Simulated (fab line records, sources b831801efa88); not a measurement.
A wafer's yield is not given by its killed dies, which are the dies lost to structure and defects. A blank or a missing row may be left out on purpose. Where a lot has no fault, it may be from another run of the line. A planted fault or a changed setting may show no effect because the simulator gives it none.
Which tool did it?	flow sky130	33 wafers from 11 lots sampled at 3 of the route's 708 steps

== WHAT EACH GAUGE READ, for each wafer ==
SKY_METAL2_OVL_MEAS_16. Usual: for METAL2_OVL the level is -5 nm and the standard deviation is 5.
lot	measured	on	METAL2_OVL (nm)	flag
L736	day 37 01:16	overlay-02	-11 -6 8	
L737	day 37 01:37	overlay-02	-19 -7 -8	
L738	day 37 01:50	overlay-01	-3 -6 1	
L740	day 38 00:32	overlay-02	0 -3 -2	
L739	day 38 01:47	overlay-02	-5 0 -5	
L746	day 40 04:56	overlay-02	-6 -5 -4	
L748	day 40 08:22	overlay-01	-5 -14 -8	
L752	day 41 13:13	overlay-01	-14 -14 -9	
L753	day 41 14:13	overlay-02	-3 0 -3	
L751	day 41 14:56	overlay-01	-1 -6 -2	
L754	day 41 16:04	overlay-02	-1 -7 1	

SKY_VIA2_CD_MEAS_12: the cd target is 200 nm. Usual: cd nm reads 200.4 nm (standard deviation 1.6).
lot	measured	on	cd nm (nm)	flag
L736	day 38 04:32	cd sem-02	201.6 199.7 200.8	
L737	day 38 04:53	cd sem-01	200.9 202.8 201.0	
L738	day 38 05:01	cd sem-02	199.2 199.9 199.6	
L740	day 39 02:25	cd sem-02	198.5 199.9 198.6	
L739	day 39 04:22	cd sem-02	202.5 200.2 201.5	
L746	day 41 05:47	cd sem-01	199.5 201.2 201.6	
L748	day 41 10:01	cd sem-01	203.0 201.9 201.3	
L752	day 42 14:45	cd sem-02	200.1 200.1 200.3	
L753	day 42 15:04	cd sem-02	198.8 199.3 199.1	
L751	day 42 15:53	cd sem-01	202.2 201.3 200.3	
L754	day 42 16:51	cd sem-02	201.1 201.0 201.0	

== WHAT TOOL EACH LOT RAN ON (gives the tool, then ch and the chambers of the sampled wafers, and finally the start) ==
lot	SKY_METAL1_DESCUM_17
L736	rie metal-03 ch 0,1, day 34 06:52
L737	rie metal-02 ch 0,1, day 34 18:55
L738	rie metal-03 ch 0,1, day 34 19:47
L740	rie metal-03 ch 1, day 35 17:56
L739	rie metal-01 ch 0,1, day 35 18:47
L746	rie metal-02 ch 0,1, day 37 23:59
L748	rie metal-02 ch 0,1, day 38 03:20
L752	rie metal-03 ch 0,1, day 39 08:17
L753	rie metal-02 ch 0,1, day 39 09:21
L751	rie metal-03 ch 0,1, day 39 10:02
L754	rie metal-02 ch 1, day 39 11:34
- SKY_METAL1_DESCUM_17: chemistry O2, time 8 s.

== WHAT THE TOOLS THEMSELVES READ (means of the sampled wafers that have a number; where no wafer has one, the mark that the record gives instead) ==
SKY_METAL1_DESCUM_17. Usual: drypump motor current A 5.90 A, standard deviation 0.22; oes product au 0.999 a.u., standard deviation 0.013.
lot	tool	drypump motor current A (A)	oes product au (a.u.)	flag
L736	rie metal-03	5.83	1.001	
L737	rie metal-02	6.00	0.990	
L738	rie metal-03	5.65	1.011	
L740	rie metal-03	5.98	1.000	
L739	rie metal-01	6.16	1.013	
L746	rie metal-02	5.91	0.995	
L748	rie metal-02	5.94	0.998	
L752	rie metal-03	5.64	1.008	
L753	rie metal-02	5.91	0.994	
L751	rie metal-03	5.67	1.001	
L754	rie metal-02	6.08	0.986	

== THE ANSWER, worked out from the rows above alone ==
Rule: take the mean of a lot's wafers that have a number; if it is more than 3 standard deviations from the usual mean, the lot is off. A lot without any number at a reading at which 4 lots or more have one is off too. Any other lot the step has rows for is counted as sound. Order of review: gauges by route order, followed by the tools' own readings, for which a lot's mean as printed above is used. At the first step where some lot is off, the reading lying furthest off is the one used; lots without a number count as furthest.
Nothing can be told from this: no lot is off at any reading shown.

== WHAT WAS PUT IN BY THE SIMULATOR ==
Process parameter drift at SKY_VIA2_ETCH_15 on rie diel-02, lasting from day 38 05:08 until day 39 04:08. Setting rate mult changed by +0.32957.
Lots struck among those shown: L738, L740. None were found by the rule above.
